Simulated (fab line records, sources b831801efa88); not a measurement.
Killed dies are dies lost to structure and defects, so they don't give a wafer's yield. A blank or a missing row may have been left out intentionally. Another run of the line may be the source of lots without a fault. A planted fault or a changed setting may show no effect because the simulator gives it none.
fab line records ; flow gf180mcu
record: lots: 5; wafers: 14; last-day: 31
route steps=602 shown STI@2
lots that met no fault: from a run of the same line without faults
start-h: hours from the record's opening day to when the first of the lot's shown wafers began ; wait-h: hours elapsed since this lot's preceding step ; " same as the row above ; L1.1+2: one row covering several wafers at once ; - no value, or no start was given ; * or withheld: withheld ; < > ~ a bound
route shown NAME@n: names a module that has steps shown in the file, with the first one's number in the route ; usual: the fault-free wafers' mean and standard deviation ; same: alike in all rows ; chamber/n: place in a boat ; sites: readings site by site ; _std_site: the values' standard deviation ; _edge_site: outer sites' mean less inner sites' ; radius-mm: for every site, how far away it sits from the centre of the wafer ; mask NAME#n: copy n ; behind: the last tool/chamber to shape the wafer ; hold: why the lot was held/for how many hours/how that ended ; device: the transistor (n, p or np) that didn't switch ; end of line: the route-end tests of the same wafers ; where a step has no rows: the recipe by itself ; killed: at the first sort, the dies lost to defects and structure; wafer yield is something else ; map: shows each die of a wafer: x if killed, . if not, _ if none is there
set.NAME: the setting that was run; set.NAME@STEP: the one run at that earlier step ; model.NAME: the simulator's own value behind a step, which no gauge read
lots at some steps of the route; a table a step, a row a wafer
services: when a tool's chamber went out of use (start-h, in hours from the record's first day, below 0 if earlier), for how many hours, and the reason
== steps ==
step: GF_STI_OXIDATION_01
recipe: temp-c: 900; ambient: O2; stabilise-s: 600; purge-s: 300; target-thk-a: 100; ox-time-s: 1418
step: GF_STI_THK_MEAS_02
recipe: reads: SiO2_of_STI_OXIDATION_01
usual: STI_OXIDATION_THK: 10.12/0.19
lot.wafer;tool;chamber;start-h;wait-h;STI_OXIDATION_THK[nm]
L762.1;film-metro-02;-;12.50;0.0;10.35
L762.2;film-metro-02;-;12.50;0.0;10.25
L762.6;film-metro-02;-;12.50;0.0;10.25
L763.2;film-metro-02;-;16.52;0.0;10.35
L763.3;film-metro-02;-;16.52;0.0;10.53
L763.6;film-metro-02;-;16.52;0.0;10.37
L767.3;film-metro-01;-;37.61;0.0;10.09
L767.5;film-metro-01;-;37.61;0.0;10.06
L771.3;film-metro-01;-;56.53;0.0;9.89
L771.4;film-metro-01;-;56.53;0.0;10.05
L771.6;film-metro-01;-;56.53;0.0;9.99
L774.1;film-metro-02;-;71.51;0.0;9.75
L774.3;film-metro-02;-;71.51;0.0;9.77
L774.6;film-metro-02;-;71.51;0.0;9.70
step: GF_STI_CVD_03
recipe: material: Si3N4; precursor: DCS/NH3; target-thk-nm: 207.16; temp-c: 770; time-s: 3551; pressure-mtorr: 250
step: GF_STI_THK_MEAS_04
recipe: reads: Si3N4_of_STI_CVD_03
usual: STI_CVD_03_THK: 207.4/1.7
lot.wafer;tool;chamber;start-h;wait-h;STI_CVD_03_THK[nm]
L762.1;film-metro-01;-;14.54;0.0;209.8
L762.2;film-metro-01;-;14.54;0.0;209.0
L762.6;film-metro-01;-;14.54;0.0;209.7
L763.2;film-metro-01;-;18.57;0.0;209.3
L763.3;film-metro-01;-;18.57;0.0;210.1
L763.6;film-metro-01;-;18.57;0.0;208.7
L767.3;film-metro-01;-;40.20;0.0;206.0
L767.5;film-metro-01;-;40.20;0.0;206.8
L771.3;film-metro-02;-;58.58;0.0;209.0
L771.4;film-metro-02;-;58.58;0.0;209.0
L771.6;film-metro-02;-;58.58;0.0;207.8
L774.1;film-metro-02;-;73.56;0.0;208.1
L774.3;film-metro-02;-;73.56;0.0;208.7
L774.6;film-metro-02;-;73.56;0.0;209.7
step: GF_STI_DEHYDRATE_05
recipe: temp-c: 200; time-s: 60
step: GF_STI_HMDS_06
recipe: prime-time-s: 60; prime-temp-c: 120
step: GF_STI_COAT_07
recipe: resist: KrF; spin-rpm: withheld; resist-thk-nm: 700
step: GF_STI_SOFTBAKE_08
recipe: temp-c: 128.9; time-s: 60; resist: KrF
step: GF_STI_EXPOSE_09
recipe: mask-id: COMP; target-cd-nm: 220; na: 0.68; source-shape: conventional; sigma-outer: 0.6; dose-mj: 28
step: GF_STI_PEB_10
recipe: peb-temp-c: 135; peb-time-s: 90; resist: KrF
step: GF_STI_DEVELOP_11
recipe: develop-time-s: 60; dev-temp-c: 21
step: GF_STI_CD_MEAS_12
recipe: target-cd-nm: 220
usual: cd-nm: 220.2/1.2
lot.wafer;tool;chamber;start-h;wait-h;cd-nm
L762.1;cd-sem-01;-;25.87;0.1;221.3
L762.2;cd-sem-01;-;25.87;0.1;222.0
L762.6;cd-sem-01;-;25.87;0.1;221.0
L763.2;cd-sem-02;-;30.40;0.1;219.9
L763.3;cd-sem-02;-;30.40;0.1;219.7
L763.6;cd-sem-02;-;30.40;0.1;219.9
L767.3;cd-sem-02;-;52.47;0.1;218.6
L767.5;cd-sem-02;-;52.47;0.1;218.8
L771.3;cd-sem-02;-;71.42;0.1;220.9
L771.4;cd-sem-02;-;71.42;0.1;220.7
L771.6;cd-sem-02;-;71.42;0.1;220.3
L774.1;cd-sem-02;-;87.48;0.1;219.0
L774.3;cd-sem-02;-;87.48;0.1;219.7
L774.6;cd-sem-02;-;87.48;0.1;218.5
step: GF_STI_ETCH_13
recipe: chemistry: CHF3/O2; stop-on: Si; over-etch-frac: 0.3; target-depth-a: 2823.1; source-w: 600; bias-w: 200; pressure-mtorr: 40; chf3-flow-sccm: 50; O2_flow_sccm: 5; time-s: 112.9
usual: drypump-motor-current-A: 5.6/0.44; oes-product-au: 0.833/0.0061; over-etch-frac: 0.3/0; rf-fwd-power-W: 596.8/1.8; throttle-valve-pct: 8.809/0.0095
same: time-s: 112.9
lot.wafer;tool;chamber;start-h;wait-h;drypump-motor-current-A;oes-product-au;over-etch-frac;rf-fwd-power-W;rf-hours-counter-h;throttle-valve-pct;model.KrF_of_STI_COAT_07.thk-nm
L762.1;rie-diel-02;1;25.99;0.1;6.6;0.841;0.3;596.6;2;8.817;438.7
L762.2;rie-diel-02;0;25.99;0.1;5.7;0.839;0.3;597.5;1;8.798;435.4
L762.6;rie-diel-02;3;25.99;0.1;6.0;0.837;0.3;595.7;-;8.806;444.4
L763.2;rie-diel-03;1;30.50;0.1;5.1;0.837;0.3;593.9;155;8.803;444
L763.3;rie-diel-03;2;30.50;0.1;5.9;0.839;0.3;593.8;4;8.836;441.3
L763.6;rie-diel-03;3;30.50;0.1;5.9;0.839;0.3;594.8;-;8.819;439.3
L767.3;rie-diel-04;2;52.55;0.1;5.0;0.837;0.3;596.2;3;8.805;444.9
L767.5;rie-diel-04;0;52.55;0.1;5.3;0.805;0.38993;598.8;-;8.791;427.4
L771.3;rie-diel-03;1;71.50;0.1;5.1;0.833;0.3;599.0;157;8.816;441.8
L771.4;rie-diel-03;3;71.50;0.1;5.9;0.835;0.3;593.8;55;8.824;444
L771.6;rie-diel-03;1;71.50;0.1;5.1;0.836;0.3;595.9;-;8.787;445
L774.1;rie-diel-02;2;87.60;0.1;5.8;0.830;0.3;597.9;135;8.817;450.8
L774.3;rie-diel-02;0;87.60;0.1;5.7;0.844;0.3;596.9;3;8.807;436
L774.6;rie-diel-02;3;87.60;0.1;6.1;0.840;0.3;597.5;-;8.812;440.7
step: GF_STI_ETCH_14
recipe: target: Si; chemistry: HBr/Cl2/O2; target-depth-nm: 360; icp-w: 600; bias-w: 150; pressure-mtorr: 15; HBr_flow_sccm: 150; Cl2_flow_sccm: 40; O2_flow_sccm: 6; time-s: 102.9
usual: drypump-motor-current-A: 6.2/0.36; oes-product-au: 1.005/0.0095; rf-fwd-power-W: 596.0/2.2; throttle-valve-pct: 25.652/0.011
same: time-s: 102.9
lot.wafer;tool;chamber;start-h;wait-h;drypump-motor-current-A;oes-product-au;rf-fwd-power-W;rf-hours-counter-h;throttle-valve-pct;model.KrF_of_STI_COAT_07.thk-nm
L762.1;rie-si-01;1;26.07;0.0;5.9;1.020;593.1;0;25.676;317.9
L762.2;rie-si-01;2;26.07;0.0;5.7;1.009;595.7;3;25.664;313.1
L762.6;rie-si-01;0;26.07;0.0;6.2;0.990;597.4;-;25.669;326.4
L763.2;rie-si-02;2;30.58;0.0;6.6;1.009;598.5;106;25.635;322.5
L763.3;rie-si-02;0;30.58;0.0;6.2;0.996;594.3;103;25.658;321
L763.6;rie-si-02;1;30.58;0.0;5.8;0.991;593.9;-;25.664;320.3
L767.3;rie-si-01;1;52.63;0.0;5.9;1.004;592.1;0;25.658;323.7
L767.5;rie-si-01;2;52.63;0.0;5.7;1.017;596.9;-;25.639;304.5
L771.3;rie-si-02;3;71.58;0.0;6.8;1.009;597.9;150;25.633;318.7
L771.4;rie-si-02;0;71.58;0.0;6.2;1.013;595.9;103;25.639;323.5
L771.6;rie-si-02;3;71.58;0.0;6.8;1.017;596.6;-;25.658;322.5
L774.1;rie-si-01;3;87.68;0.0;6.1;1.010;596.2;79;25.644;327.9
L774.3;rie-si-01;0;87.68;0.0;6.1;0.992;596.2;135;25.659;317
L774.6;rie-si-01;3;87.68;0.0;6.1;1.023;596.3;-;25.629;317.4
step: GF_STI_STRIP_15
recipe: chemistry: O2/N2; power-w: 1400; pressure-mtorr: 1500; platen-temp-c: 250; o2-flow-sccm: 3000; n2-flow-sccm: 300; overash-fraction: 0.5
usual: drypump-motor-current-A: 6.08/0.28; heater-power-w: 320/26; oes-product-au: 0.386/0.0047; strip-time-to-endpoint-s: 3.77/0.052
lot.wafer;tool;chamber;start-h;wait-h;drypump-motor-current-A;heater-power-w;oes-product-au;rf-hours-counter-h;strip-time-to-endpoint-s
L762.1;plasma-asher-01;1;26.15;0.0;6.00;358;0.383;34;3.72
L762.2;plasma-asher-01;0;26.15;0.0;6.41;297;0.382;34;3.66
L762.6;plasma-asher-01;0;26.15;0.0;6.43;290;0.389;-;3.82
L763.2;plasma-asher-03;0;30.65;0.0;6.29;298;0.385;26;3.75
L763.3;plasma-asher-03;1;30.65;0.0;6.07;345;0.379;-;3.74
L763.6;plasma-asher-03;1;30.65;0.0;6.07;351;0.388;-;3.72
L767.3;plasma-asher-02;0;52.74;0.1;5.64;311;0.381;-;3.77
L767.5;plasma-asher-02;0;52.74;0.1;5.64;300;0.377;-;3.57
L771.3;plasma-asher-03;1;71.69;0.1;6.07;359;0.388;-;3.71
L771.4;plasma-asher-03;0;71.69;0.1;6.30;302;0.389;-;3.77
L771.6;plasma-asher-03;0;71.69;0.1;6.29;300;0.385;-;3.78
L774.1;plasma-asher-01;1;87.75;0.0;6.02;357;0.390;40;3.82
L774.3;plasma-asher-01;0;87.75;0.0;6.41;295;0.380;-;3.70
L774.6;plasma-asher-01;0;87.75;0.0;6.42;292;0.382;-;3.71
step: GF_STI_CLEAN_16
recipe: chemistry: dHF; time-s: 25; dilution: 100:1
== services ==
tool;chamber;start-h;hours;kind
plasma-asher-01;-;11.71;1.7;repair
rie-diel-02;-;21.56;0.1;repair
rie-diel-04;3;47.34;21.3;repair
rie-si-01;0;55.05;1.9;repair
plasma-asher-02;-;78.22;2.8;pm
rie-si-02;3;83.03;-;clean
rie-si-02;3;83.03;17.5;scheduled-down
rie-si-02;3;83.03;17.5;vent-cycle
== key ==
first-sign: step: GF_STI_ETCH_13; reading: over-etch-frac; direction: up; sigmas: 99+; usual: 0.3; struck: 0.38993
effect: step: GF_STI_ETCH_13; reading: oes-product-au; direction: down; sigmas: 4.7; usual: 0.833; struck: 0.805
effect: step: GF_STI_STRIP_15; reading: strip-time-to-endpoint-s; direction: down; sigmas: 3.7; usual: *; struck: *
model-effect: step: GF_STI_ETCH_13; value: KrF_of_STI_COAT_07.thk-nm; without: 444; struck: 427.4
model-effect: step: GF_STI_ETCH_14; value: KrF_of_STI_COAT_07.thk-nm; without: 321.1; struck: 304.5
met-at GF_STI_ETCH_13
struck-wafers L767.5
sort-left-out L767.5
tester-left-out L767
fault: kind: process-parameter-drift; tool: rie-diel-04; chamber: 0; onset-h: 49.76; steps: GF_STI_ETCH_13; channel: over-etch-frac; offset: 0.089926; shape: step; end-h: 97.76; stated: 0.3
tester-left-out: of these lots the tester's yield and bins aren't shown, on N5 and GAA mostly nor the transistor test; their killed dies are dies lost to structure and defects alone, not to doping, threshold or leakage, so they don't give the yield
sort-left-out: the simulated sort isn't trusted on such a fault, so these wafers' sort isn't shown, and their yield isn't known
